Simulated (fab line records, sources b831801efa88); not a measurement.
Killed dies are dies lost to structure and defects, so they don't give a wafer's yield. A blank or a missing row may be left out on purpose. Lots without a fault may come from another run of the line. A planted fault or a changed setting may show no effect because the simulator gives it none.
Which tool did it? | flow sfq_line | 14 lots, 42 wafers sampled, at 5 steps of a route of 325

WHAT THE GAUGES READ, wafer by wafer
SFQ_M3_OVL_MEAS_921.
lot  | measured     | on         | M3_OVL (nm)
L813 | day 39 05:05 | overlay-01 | 3 -2 4
L815 | day 39 19:29 | overlay-01 | 0 1 5
L816 | day 39 21:55 | overlay-01 | 2 0 5
L817 | day 40 00:17 | overlay-01 | -12 -12 -10
L819 | day 40 06:18 | overlay-01 | 10 3 4
L820 | day 40 08:43 | overlay-02 | 2 4 6
L821 | day 40 14:17 | overlay-02 | -5 -1 -1
L822 | day 41 23:26 | overlay-02 | 1 3 2
L824 | day 42 07:28 | overlay-02 | -1 -6 4
L825 | day 42 13:29 | overlay-02 | 1 1 -2
L827 | day 43 07:40 | overlay-02 | 0 -3 -2
L829 | day 44 07:28 | overlay-01 | -6 0 -4
L831 | day 44 18:16 | overlay-02 | -6 -2 2
L832 | day 44 23:04 | overlay-01 | 6 9 4

WHICH TOOL RAN EACH LOT (tool, then ch and the chambers of the sampled wafers, then the start)
lot  | SFQ_TRILAYER_I0_CMP_CMP_028   | SFQ_TRILAYER_I0_METRO_MEASURE_029 | SFQ_TRILAYER_I0_VIA_ETCH_VIA_ETCH_034 | SFQ_TRILAYER_M2_ETCH_METAL_ETCH_060
L813 | cmp-02 ch 1,2,3, day 14 01:02 | film_metro-01, day 14 03:21       | rie_diel-02 ch 0,1,3, day 19 21:19    | rie_metal-02 ch 0,1, day 32 15:21
L815 | cmp-02 ch 0,1,2, day 14 22:17 | film_metro-04, day 15 00:54       | rie_diel-02 ch 0,1, day 20 20:15      | rie_metal-02 ch 0,1, day 33 04:33
L816 | cmp-01 ch 0,2,3, day 14 23:58 | film_metro-01, day 15 02:41       | rie_diel-03 ch 0,2,3, day 20 22:39    | rie_metal-02 ch 0,1, day 33 08:12
L817 | cmp-02 ch 0,1,3, day 15 00:47 | film_metro-02, day 15 03:54       | rie_diel-02 ch 0,1,2, day 20 23:51    | rie_metal-04 ch 0,1, day 33 09:21
L819 | cmp-01 ch 2,3, day 15 04:58   | film_metro-01, day 15 08:17       | rie_diel-01 ch 0,1,2, day 21 08:15    | rie_metal-03 ch 0,1, day 33 23:40
L820 | cmp-02 ch 0,1,2, day 15 06:47 | film_metro-02, day 15 10:18       | rie_diel-03 ch 1,3, day 21 10:39      | rie_metal-03 ch 0,1, day 34 03:19
L821 | cmp-01 ch 1,3, day 15 08:28   | film_metro-01, day 15 11:05       | rie_diel-02 ch 1,2, day 21 14:16      | rie_metal-03 ch 0,1, day 34 08:12
L822 | cmp-02 ch 0,2, day 15 10:17   | film_metro-02, day 15 13:06       | rie_diel-01 ch 1,3, day 21 15:27      | rie_metal-02 ch 1, day 34 13:06
L824 | cmp-01 ch 0,2,3, day 16 16:35 | film_metro-04, day 16 19:55       | rie_diel-02 ch 2,3, day 23 02:15      | rie_metal-04 ch 0,1, day 36 05:48
L825 | cmp-01 ch 1,2, day 16 23:46   | film_metro-02, day 17 03:17       | rie_diel-02 ch 2,3, day 23 11:51      | rie_metal-04 ch 0,1, day 36 11:51
L827 | cmp-02 ch 0,1,2, day 17 20:06 | film_metro-04, day 17 22:13       | rie_diel-02 ch 1,2,3, day 24 08:22    | rie_metal-03 ch 0,1, day 37 08:19
L829 | cmp-02 ch 0,2, day 18 17:59   | film_metro-01, day 18 21:00       | rie_diel-02 ch 0,2,3, day 25 06:36    | rie_metal-03 ch 0,1, day 37 23:58
L831 | cmp-02 ch 0,1,3, day 19 11:31 | film_metro-02, day 19 14:38       | rie_diel-02 ch 0,1,2, day 25 22:12    | rie_metal-03 ch 0,1, day 38 11:55
L832 | cmp-01 ch 0,1,2, day 19 21:07 | film_metro-01, day 20 00:26       | rie_diel-02 ch 0,2,3, day 26 01:52    | rie_metal-02 ch 0,1, day 38 16:04
- SFQ_TRILAYER_I0_CMP_CMP_028: polishes SiO2.
- SFQ_TRILAYER_I0_METRO_MEASURE_029
- SFQ_TRILAYER_I0_VIA_ETCH_VIA_ETCH_034: etches SiO2 in CHF3, stops on Nb, target depth 260 nm.
- SFQ_TRILAYER_M2_ETCH_METAL_ETCH_060: etches Nb in Cl2/Ar, stops on SiO2, target depth 240 nm, time 120 s.

WHAT THE TOOLS THEMSELVES READ (means of the sampled wafers that have a number; where no wafer has one, the mark that the record gives instead)
SFQ_TRILAYER_I0_CMP_CMP_028.
lot  | tool   | motor_current_A (A) | time_to_endpoint_s (s)
L813 | cmp-02 | 10.7                | 215
L815 | cmp-02 | 11.0                | 211
L816 | cmp-01 | 11.3                | 227
L817 | cmp-02 | 10.9                | 214
L819 | cmp-01 | 10.1                | 219
L820 | cmp-02 | 10.6                | 214
L821 | cmp-01 | 11.1                | 215
L822 | cmp-02 | 11.4                | 206
L824 | cmp-01 | 11.1                | 222
L825 | cmp-01 | 9.2                 | 224
L827 | cmp-02 | 10.6                | 220
L829 | cmp-02 | 11.2                | 180
L831 | cmp-02 | 10.5                | 186
L832 | cmp-01 | 10.5                | 223

SFQ_TRILAYER_I0_METRO_MEASURE_029.
lot  | tool          | thk_nm (nm)
L813 | film_metro-01 | 198.7
L815 | film_metro-04 | 199.9
L816 | film_metro-01 | 200.9
L817 | film_metro-02 | 200.0
L819 | film_metro-01 | 201.3
L820 | film_metro-02 | 198.8
L821 | film_metro-01 | 199.8
L822 | film_metro-02 | 200.2
L824 | film_metro-04 | 199.1
L825 | film_metro-02 | 200.1
L827 | film_metro-04 | 201.0
L829 | film_metro-01 | 250.0
L831 | film_metro-02 | 250.9
L832 | film_metro-01 | 202.3

SFQ_TRILAYER_I0_VIA_ETCH_VIA_ETCH_034.
lot  | tool        | bias_w (W) | drypump_motor_current_A (A) | oes_product_au (a.u.)
L813 | rie_diel-02 | 79.93      | 6.0                         | 0.851
L815 | rie_diel-02 | 79.98      | 5.9                         | 0.853
L816 | rie_diel-03 | 79.95      | 5.8                         | 0.853
L817 | rie_diel-02 | 80.13      | 5.6                         | 0.852
L819 | rie_diel-01 | 79.85      | 6.1                         | 0.859
L820 | rie_diel-03 | 80.13      | 5.5                         | 0.851
L821 | rie_diel-02 | 80.07      | 5.1                         | 0.849
L822 | rie_diel-01 | 80.22      | 6.1                         | 0.851
L824 | rie_diel-02 | 79.75      | 5.2                         | 0.853
L825 | rie_diel-02 | 80.46      | 5.2                         | 0.858
L827 | rie_diel-02 | 80.29      | 5.6                         | 0.856
L829 | rie_diel-02 | 79.98      | 5.6                         | 0.976
L831 | rie_diel-02 | 79.99      | 5.5                         | 0.971
L832 | rie_diel-02 | 79.91      | 5.6                         | 0.860

SFQ_TRILAYER_M2_ETCH_METAL_ETCH_060.
lot  | tool         | bias_w (W) | drypump_motor_current_A (A) | oes_product_au (a.u.)
L813 | rie_metal-02 | 80.16      | 5.9                         | 0.891
L815 | rie_metal-02 | 80.01      | 5.9                         | 0.897
L816 | rie_metal-02 | 80.04      | 5.9                         | 0.894
L817 | rie_metal-04 | 80.17      | 6.2                         | 0.894
L819 | rie_metal-03 | 80.10      | 5.4                         | 0.895
L820 | rie_metal-03 | 80.03      | 5.3                         | 0.899
L821 | rie_metal-03 | 79.83      | 5.3                         | 0.889
L822 | rie_metal-02 | 79.66      | 5.1                         | 0.891
L824 | rie_metal-04 | 79.89      | 6.2                         | 0.887
L825 | rie_metal-04 | 80.05      | 6.2                         | 0.892
L827 | rie_metal-03 | 80.14      | 5.3                         | 0.899
L829 | rie_metal-03 | 79.92      | 5.4                         | 0.892
L831 | rie_metal-03 | 80.13      | 5.4                         | 0.898
L832 | rie_metal-02 | 79.90      | 5.5                         | 0.900

THE ANSWER, worked out from the rows above alone
Rule: what is usual is taken from the lots themselves. Put in order of their means at a reading, lots are off if they are a third of the lots or fewer, leave a main group of 4 or more, and stand apart from it by a gap of 3 or more times the standard deviation of the main group's means; of several such gaps the widest counts. A main group whose means are all the same, to the digits that the tables above print for the reading, isn't used. A lot without any number at a reading at which 4 lots or more have one is off too. The other lots that the step has rows for count as sound. The gauges are gone through in route order, then the tools' own readings, and for those a lot's mean is taken as printed above. The first step at which some lot is off is used, and at that step the reading that is off furthest; a lot without a number counts as furthest.
Off: L829, L831, at SFQ_TRILAYER_I0_CMP_CMP_028 (time_to_endpoint_s). The main group: mean 218 s, standard deviation 5.8.
A tool fits if, at that step or a process step before it, it ran every lot that is off, and no sound lot after the first of them. One fits: cmp-02 at SFQ_TRILAYER_I0_CMP_CMP_028. Its last sound lot is L827 (day 17 20:06), its first lot that is off L829 (day 18 17:59): a fault that began between those two fits.
The tool's own readings at SFQ_TRILAYER_I0_CMP_CMP_028 bear it out: on the lots that are off they differ by more than 5 times the standard deviation of the sound lots' means. time_to_endpoint_s reads 183 s there against 218 s on the sound lots.

WHAT THE SIMULATOR HAD PUT IN
Process parameter drift: cmp-02, from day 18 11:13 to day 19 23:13, at SFQ_TRILAYER_I0_CMP_CMP_028. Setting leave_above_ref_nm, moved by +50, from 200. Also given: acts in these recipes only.
Lots struck among those shown: L829, L831. The rule above found the same.
